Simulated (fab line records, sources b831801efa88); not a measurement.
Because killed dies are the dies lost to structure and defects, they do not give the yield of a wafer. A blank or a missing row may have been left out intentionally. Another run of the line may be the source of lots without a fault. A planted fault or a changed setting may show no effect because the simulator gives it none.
The tool behind it: which one?	flow sky130	Sampling: 13 lots, 39 wafers, 3 of 708 route steps

## WHAT THE GAUGES SHOWED, per wafer
SKY_FIELD_ISO_THK_MEAS_02. Usual: for FIELD_ISO_OXIDATION_00_THK the level is 12.03 nm and the standard deviation is 0.23.
lot	measured	on	FIELD_ISO_OXIDATION_00_THK (nm)	flag
L499	day 1 13:31	filmMetro-02	11.87 11.87 11.64	
L500	day 1 19:10	filmMetro-01	12.15 12.08 12.07	
L501	day 1 21:58	filmMetro-04	11.95 12.03 12.05	
L503	day 2 07:38	filmMetro-01	12.30 11.80 12.07	
L504	day 2 12:38	filmMetro-02	12.28 12.10 12.27	
L505	day 2 17:38	filmMetro-01	12.15 12.27 12.20	
L506	day 2 22:38	filmMetro-02	11.70 11.84 11.79	
L507	day 3 05:05	filmMetro-02	11.95 11.83 11.84	
L509	day 3 13:38	filmMetro-01	11.81 11.88 12.02	
L517	day 5 05:38	filmMetro-01	11.69 12.04 11.95	
L518	day 5 10:38	filmMetro-04	12.03 12.06 11.94	
L520	day 5 23:42	filmMetro-02	11.89 11.88 11.74	
L521	day 6 01:38	filmMetro-02	11.76 11.79 11.67	

SKY_NWELL_TW_MEAS_15. Usual: for NWELL_TW the level is 1831 and the standard deviation is 12.
lot	measured	on	NWELL_TW	flag
L499	day 5 07:31	filmMetro-01	1846 1843 1842	
L500	day 5 07:00	filmMetro-03	1830 1832 1821	
L501	day 5 02:55	filmMetro-03	1828 1824 1805	
L503	day 5 18:22	filmMetro-01	1842 1848 1838	
L504	day 5 23:30	filmMetro-03	1824 1829 1832	
L505	day 5 23:17	filmMetro-01	1844 1842 1837	
L506	day 6 07:50	filmMetro-04	1803 1810 1831	
L507	day 6 14:27	filmMetro-04	1818 1819 1815	
L509	day 6 21:37	filmMetro-01	1842 1844 1846	
L517	day 8 23:47	filmMetro-03	1824 1829 1839	
L518	day 9 05:23	filmMetro-03	1844 1847 1851	
L520	day 9 19:48	filmMetro-04	1807 1810 1813	
L521	day 10 04:32	filmMetro-03	1834 1827 1836	

## WHICH TOOL RAN EACH LOT (tool, then ch and the chambers of the sampled wafers, then the start)
lot	SKY_FIELD_ISO_ETCH_17
L499	rieSi-01 ch 1,2,3, day 2 20:56
L500	rieSi-02 ch 0,2, day 2 20:49
L501	rieSi-01 ch 1,2, day 2 20:35
L503	rieSi-02 ch 0,1,2, day 3 06:17
L504	rieSi-01 ch 0,2,3, day 3 12:10
L505	rieSi-01 ch 1,2,3, day 3 12:15
L506	rieSi-01 ch 1,2,3, day 3 21:34
L507	rieSi-01 ch 0,2,3, day 4 03:02
L509	rieSi-01 ch 1,2, day 4 09:28
L517	rieSi-02 ch 0,2, day 6 04:29
L518	rieSi-01 ch 1,2, day 6 10:20
L520	rieSi-01 ch 0,1, day 6 22:22
L521	rieSi-01 ch 1,3, day 7 04:50
- SKY_FIELD_ISO_ETCH_17: etches Si in HBr/Cl2/O2, target depth 342 nm, time 97.7 s.

## AS READ BY THE TOOLS THEMSELVES (means over the sampled wafers that have a number; for cases with no such wafer, the mark the record gives instead)
SKY_FIELD_ISO_ETCH_17. Usual: biasW 150.0 W, standard deviation 0.43; drypumpMotorCurrentA 5.8 A, standard deviation 0.42; oesProductAu 0.998 a.u., standard deviation 0.012; rfFwdPowerW 595.8 W, standard deviation 2.2; throttleValvePct 25.657 %, standard deviation 0.011.
lot	tool	biasW (W)	drypumpMotorCurrentA (A)	oesProductAu (a.u.)	rfFwdPowerW (W)	throttleValvePct (%)	flag
L499	rieSi-01	149.8	6.1	0.996	595.2	25.665	
L500	rieSi-02	150.1	5.2	1.013	597.3	25.653	
L501	rieSi-01	150.4	6.2	0.987	597.1	25.664	
L503	rieSi-02	149.9	5.4	1.004	595.3	25.654	
L504	rieSi-01	149.8	5.8	0.990	599.4	25.664	
L505	rieSi-01	150.2	6.1	1.000	595.5	25.666	
L506	rieSi-01	149.8	6.1	0.996	594.0	25.648	
L507	rieSi-01	150.1	5.8	0.993	595.4	25.667	
L509	rieSi-01	149.9	6.3	1.000	593.5	25.656	
L517	rieSi-02	150.2	5.4	1.051	595.9	25.628	OFF
L518	rieSi-01	150.0	6.3	0.994	596.7	25.665	
L520	rieSi-01	150.2	5.8	1.000	597.3	25.649	
L521	rieSi-01	150.6	6.0	0.992	594.5	25.664	

## THE ANSWER, worked out from the rows above alone
Rule: a lot counts as off when the mean over its wafers that have a number is more than 3 standard deviations away from the usual mean. Also off: a lot with no number at a reading for which 4 or more lots have one. The other lots that the step has rows for count as sound. First the gauges in route order, then the tools' own readings, where a lot's mean is used as printed above. At the first step where some lot is off, the reading lying furthest off is the one used; lots without a number count as furthest.
Off at SKY_FIELD_ISO_ETCH_17 (oesProductAu): L517.
If a tool, at that step or one of the process steps before it, ran each lot that is off and ran no sound lot following the first of them, it fits. One candidate fits, namely rieSi-02 at SKY_FIELD_ISO_ETCH_17. Its last sound lot is L503 (day 3 06:17), its first lot that is off L517 (day 6 04:29): a fault that began between those two fits.
The tool's own readings at SKY_FIELD_ISO_ETCH_17 bear it out: on the lots that are off they differ by more than 5 times the standard deviation of the sound lots' means. oesProductAu reads 1.051 a.u. there against 0.997 a.u. on the sound lots.

## WHAT HAD BEEN PUT IN BY THE SIMULATOR
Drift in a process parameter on rieSi-02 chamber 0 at SKY_FIELD_ISO_ETCH_17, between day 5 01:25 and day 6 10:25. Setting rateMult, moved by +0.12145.
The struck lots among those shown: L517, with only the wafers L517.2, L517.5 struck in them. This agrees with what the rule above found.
